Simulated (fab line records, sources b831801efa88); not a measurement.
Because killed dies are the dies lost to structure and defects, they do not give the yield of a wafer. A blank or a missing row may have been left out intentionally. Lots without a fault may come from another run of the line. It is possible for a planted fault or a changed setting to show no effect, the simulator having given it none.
Which tool did it? + flow gf180mcu + Sampling: 15 lots, 45 wafers, 7 of 602 route steps

== WHAT THE GAUGES READ, wafer by wafer ==
GF_STI_BOW_MEAS_00. Usual: for INCOMING_BOW the level is 0 um and the standard deviation is 6.2.
| lot  | measured    | on            | INCOMING_BOW (um) | flag |
|------|-------------|---------------|-------------------|------|
| L609 | day 1 10:00 | film_metro-01 | -4 8 2            |      |
| L611 | day 1 20:00 | film_metro-04 | 6 -3 -1           |      |
| L612 | day 2 01:00 | film_metro-01 | 7 -20 6           |      |
| L614 | day 2 11:00 | film_metro-02 | -5 -6 5           |      |
| L617 | day 3 02:00 | film_metro-01 | 1 1 -4            |      |
| L618 | day 3 07:02 | film_metro-04 | 4 -14 0           |      |
| L619 | day 3 12:01 | film_metro-01 | 9 13 -3           |      |
| L623 | day 4 08:00 | film_metro-04 | -9 5 -9           |      |
| L624 | day 4 13:02 | film_metro-02 | -1 6 1            |      |
| L626 | day 4 23:00 | film_metro-01 | 5 6 -11           |      |
| L627 | day 5 04:00 | film_metro-04 | 0 1 -15           |      |
| L628 | day 5 09:01 | film_metro-01 | 0 4 6             |      |
| L630 | day 5 19:02 | film_metro-04 | 5 14 -5           |      |
| L631 | day 6 00:02 | film_metro-01 | -6 -3 1           |      |
| L632 | day 6 05:00 | film_metro-01 | 1 4 2             |      |

GF_NWELL_TW_MEAS_11. Usual: for NWELL_TW the level is 1580 and the standard deviation is 17.
| lot  | measured    | on            | NWELL_TW       | flag |
|------|-------------|---------------|----------------|------|
| L609 | day 3 10:02 | film_metro-04 | 1567 1563 1574 |      |
| L611 | day 3 17:25 | film_metro-04 | 1566 1568 1567 |      |
| L612 | day 3 23:59 | film_metro-04 | 1572 1573 1571 |      |
| L614 | day 4 10:30 | film_metro-02 | 1613 1605 1606 |      |
| L617 | day 5 02:39 | film_metro-02 | 1882 1883 1873 | OFF  |
| L618 | day 5 09:10 | film_metro-03 | 1825 1834 1841 | OFF  |
| L619 | day 5 12:58 | film_metro-02 | 1886 1879 1885 | OFF  |
| L623 | day 6 13:35 | film_metro-04 | 1571 1571 1578 |      |
| L624 | day 6 19:10 | film_metro-03 | 1561 1562 1568 |      |
| L626 | day 7 05:10 | film_metro-02 | 1601 1604 1601 |      |
| L627 | day 7 09:59 | film_metro-04 | 1577 1581 1586 |      |
| L628 | day 7 17:13 | film_metro-04 | 1586 1584 1587 |      |
| L630 | day 8 03:34 | film_metro-03 | 1567 1571 1569 |      |
| L631 | day 8 08:49 | film_metro-02 | 1605 1607 1604 |      |
| L632 | day 8 14:27 | film_metro-04 | 1567 1567 1570 |      |

GF_LVPWELL_TW_MEAS_11. Usual: for LVPWELL_TW the level is 560 and the standard deviation is 6.4.
| lot  | measured    | on            | LVPWELL_TW     | flag |
|------|-------------|---------------|----------------|------|
| L609 | day 3 23:17 | film_metro-03 | 554 556 554    |      |
| L611 | day 4 07:26 | film_metro-03 | 556 557 558    |      |
| L612 | day 4 13:47 | film_metro-04 | 557 559 559    |      |
| L614 | day 5 00:35 | film_metro-02 | 572 571 572    |      |
| L617 | day 5 16:58 | film_metro-04 | 1375 1376 1365 | OFF  |
| L618 | day 5 23:49 | film_metro-03 | 1377 1372 1374 | OFF  |
| L619 | day 6 04:16 | film_metro-02 | 1393 1400 1408 | OFF  |
| L623 | day 7 05:39 | film_metro-02 | 568 572 571    |      |
| L624 | day 7 11:20 | film_metro-03 | 555 554 557    |      |
| L626 | day 7 21:10 | film_metro-04 | 563 563 567    |      |
| L627 | day 8 01:59 | film_metro-03 | 554 551 551    |      |
| L628 | day 8 08:58 | film_metro-03 | 557 554 552    |      |
| L630 | day 8 20:34 | film_metro-03 | 552 552 552    |      |
| L631 | day 9 02:04 | film_metro-04 | 559 558 559    |      |
| L632 | day 9 07:10 | film_metro-02 | 574 571 569    |      |

GF_MVSD_TW_MEAS_11. Usual: for MVSD_TW the level is 1591 and the standard deviation is 18.
| lot  | measured     | on            | MVSD_TW        | flag |
|------|--------------|---------------|----------------|------|
| L609 | day 4 13:24  | film_metro-04 | 1569 1568 1569 |      |
| L611 | day 4 21:30  | film_metro-03 | 1575 1577 1565 |      |
| L612 | day 5 04:28  | film_metro-02 | 1603 1601 1610 |      |
| L614 | day 5 14:58  | film_metro-03 | 1568 1575 1576 |      |
| L617 | day 6 08:58  | film_metro-04 | 1844 1838 1853 | OFF  |
| L618 | day 6 15:02  | film_metro-04 | 1844 1851 1847 | OFF  |
| L619 | day 6 19:58  | film_metro-04 | 1856 1828 1842 | OFF  |
| L623 | day 7 22:07  | film_metro-04 | 1603 1594 1600 |      |
| L624 | day 8 03:23  | film_metro-03 | 1560 1560 1560 |      |
| L626 | day 8 13:22  | film_metro-02 | 1603 1603 1610 |      |
| L627 | day 8 18:46  | film_metro-02 | 1614 1605 1602 |      |
| L628 | day 9 02:22  | film_metro-03 | 1574 1574 1568 |      |
| L630 | day 9 13:47  | film_metro-03 | 1568 1568 1567 |      |
| L631 | day 9 19:22  | film_metro-02 | 1607 1608 1611 |      |
| L632 | day 10 00:36 | film_metro-03 | 1571 1580 1579 |      |

GF_MVPSD_OVL_MEAS_07. Usual: for MVPSD_OVL the level is -0.2 nm and the standard deviation is 1.4.
| lot  | measured     | on         | MVPSD_OVL (nm) | flag |
|------|--------------|------------|----------------|------|
| L609 | day 5 03:43  | overlay-02 | 0.6 3.1 2.6    |      |
| L611 | day 5 11:31  | overlay-02 | -1.2 1.1 -0.2  |      |
| L612 | day 5 19:02  | overlay-01 | 0.4 -2.7 -1.7  |      |
| L614 | day 6 05:53  | overlay-02 | -0.9 1.2 -1.2  |      |
| L617 | day 6 23:57  | overlay-01 | -0.9 -2.4 -1.2 |      |
| L618 | day 7 06:20  | overlay-02 | -0.5 0.7 -0.1  |      |
| L619 | day 7 11:50  | overlay-02 | -1.0 -0.6 -0.4 |      |
| L623 | day 8 14:11  | overlay-02 | -1.1 -0.7 -0.2 |      |
| L624 | day 8 20:04  | overlay-01 | 1.5 2.1 1.4    |      |
| L626 | day 9 06:05  | overlay-01 | -0.6 0.5 -1.2  |      |
| L627 | day 9 12:10  | overlay-02 | 0.3 1.4 -0.2   |      |
| L628 | day 9 19:26  | overlay-02 | 0.5 0.8 1.1    |      |
| L630 | day 10 07:26 | overlay-02 | -1.6 -2.0 -2.3 |      |
| L631 | day 10 12:59 | overlay-01 | -0.4 0.8 0.0   |      |
| L632 | day 10 17:57 | overlay-02 | 2.2 2.2 0.5    |      |

GF_VT_IMPLANT_RS_MEAS_49: measures by four-point-probe. Usual: for MVPSD_RS the level is 1154.4 ohm/sq and the standard deviation is 2.6.
| lot  | measured     | on            | MVPSD_RS (ohm/sq)    | flag |
|------|--------------|---------------|----------------------|------|
| L609 | day 7 17:34  | film_metro-02 | 1150.1 1152.2 1153.1 |      |
| L611 | day 8 02:02  | film_metro-04 | 1148.9 1148.6 1148.2 |      |
| L612 | day 8 09:50  | film_metro-04 | 1153.6 1154.0 1152.7 |      |
| L614 | day 8 22:43  | film_metro-04 | 1154.7 1156.5 1155.4 |      |
| L617 | day 9 19:07  | film_metro-04 | 1155.7 1149.6 1154.2 |      |
| L618 | day 10 03:04 | film_metro-02 | 1153.8 1152.8 1153.1 |      |
| L619 | day 10 07:53 | film_metro-02 | 1155.6 1151.4 1155.3 |      |
| L623 | day 11 14:04 | film_metro-03 | 1154.0 1156.0 1152.8 |      |
| L624 | day 11 20:27 | film_metro-02 | 1155.9 1158.6 1153.5 |      |
| L626 | day 12 06:40 | film_metro-02 | 1155.9 1155.6 1157.5 |      |
| L627 | day 12 14:28 | film_metro-04 | 1156.8 1156.8 1156.0 |      |
| L628 | day 13 00:47 | film_metro-02 | 1159.1 1156.9 1154.9 |      |
| L630 | day 13 12:24 | film_metro-02 | 1159.8 1157.2 1154.6 |      |
| L631 | day 13 20:31 | film_metro-02 | 1151.8 1154.5 1154.7 |      |
| L632 | day 13 23:58 | film_metro-02 | 1153.9 1158.6 1157.1 |      |

== WHICH TOOL RAN EACH LOT (tool, then ch and the chambers of the sampled wafers, then the start) ==
| lot  | GF_DNWELL_COAT_02                |
|------|----------------------------------|
| L609 | litho_track-02 ch 0, day 2 14:19 |
| L611 | litho_track-03 ch 0, day 2 21:02 |
| L612 | litho_track-02 ch 0, day 3 03:37 |
| L614 | litho_track-03 ch 0, day 3 14:08 |
| L617 | litho_track-03, day 4 05:11      |
| L618 | litho_track-02, day 4 11:49      |
| L619 | litho_track-04, day 4 15:06      |
| L623 | litho_track-03 ch 0, day 5 14:53 |
| L624 | litho_track-03 ch 0, day 5 19:47 |
| L626 | litho_track-02 ch 0, day 6 04:24 |
| L627 | litho_track-02 ch 0, day 6 10:06 |
| L628 | litho_track-02 ch 0, day 6 16:53 |
| L630 | litho_track-02 ch 0, day 7 03:15 |
| L631 | litho_track-04 ch 0, day 7 07:56 |
| L632 | litho_track-03 ch 0, day 7 12:43 |
- GF_DNWELL_COAT_02: resist thk 3000 nm.

== WHAT THE TOOLS THEMSELVES READ (means of the sampled wafers that have a number; where no wafer has one, the mark that the record gives instead) ==
GF_DNWELL_COAT_02. Usual: chill_plate_temp_C 23.01 C, standard deviation 0.091; dispense_pressure_kPa 52 kPa, standard deviation 5.2; exhaust_pa 45.2 Pa, standard deviation 0.87.
| lot  | tool           | chill_plate_temp_C (C) | dispense_pressure_kPa (kPa) | exhaust_pa (Pa) | flag |
|------|----------------|------------------------|-----------------------------|-----------------|------|
| L609 | litho_track-02 | 23.04                  | 59                          | 44.1            |      |
| L611 | litho_track-03 | 23.04                  | 48                          | 44.4            |      |
| L612 | litho_track-02 | 23.03                  | 59                          | 44.7            |      |
| L614 | litho_track-03 | 23.01                  | 48                          | 46.0            |      |
| L617 | litho_track-03 | -                      | -                           | -               | OFF  |
| L618 | litho_track-02 | -                      | -                           | -               | OFF  |
| L619 | litho_track-04 | -                      | -                           | -               | OFF  |
| L623 | litho_track-03 | 22.97                  | 48                          | 44.4            |      |
| L624 | litho_track-03 | 22.99                  | 48                          | 44.9            |      |
| L626 | litho_track-02 | 22.96                  | 59                          | 44.9            |      |
| L627 | litho_track-02 | 23.12                  | 59                          | 46.1            |      |
| L628 | litho_track-02 | 22.96                  | 59                          | 46.2            |      |
| L630 | litho_track-02 | 23.00                  | 59                          | 44.6            |      |
| L631 | litho_track-04 | 23.02                  | 48                          | 45.6            |      |
| L632 | litho_track-03 | 23.08                  | 48                          | 45.3            |      |

== THE ANSWER, worked out from the rows above alone ==
Rule: take the mean of a lot's wafers that have a number; if it is more than 3 standard deviations from the usual mean, the lot is off. Also off: a lot with no number at a reading for which 4 or more lots have one. All remaining lots with rows at the step are treated as sound. The gauges are gone through in route order, then the tools' own readings, and for those a lot's mean is taken as printed above. At the first step where some lot is off, the reading lying furthest off is the one used; lots without a number count as furthest.
Off: at GF_NWELL_TW_MEAS_11 (NWELL_TW), L617, L618, L619.
A tool fits if, at a process step before that reading, it ran every lot that is off, and no sound lot after the first of them. Not tried: the gauges at GF_NWELL_TW_MEAS_11; whatever is off there is also off at GF_MVSD_TW_MEAS_11, on other tools, and gauge error can't account for it. None of those tried fits.

== WHAT THE SIMULATOR HAD PUT IN ==
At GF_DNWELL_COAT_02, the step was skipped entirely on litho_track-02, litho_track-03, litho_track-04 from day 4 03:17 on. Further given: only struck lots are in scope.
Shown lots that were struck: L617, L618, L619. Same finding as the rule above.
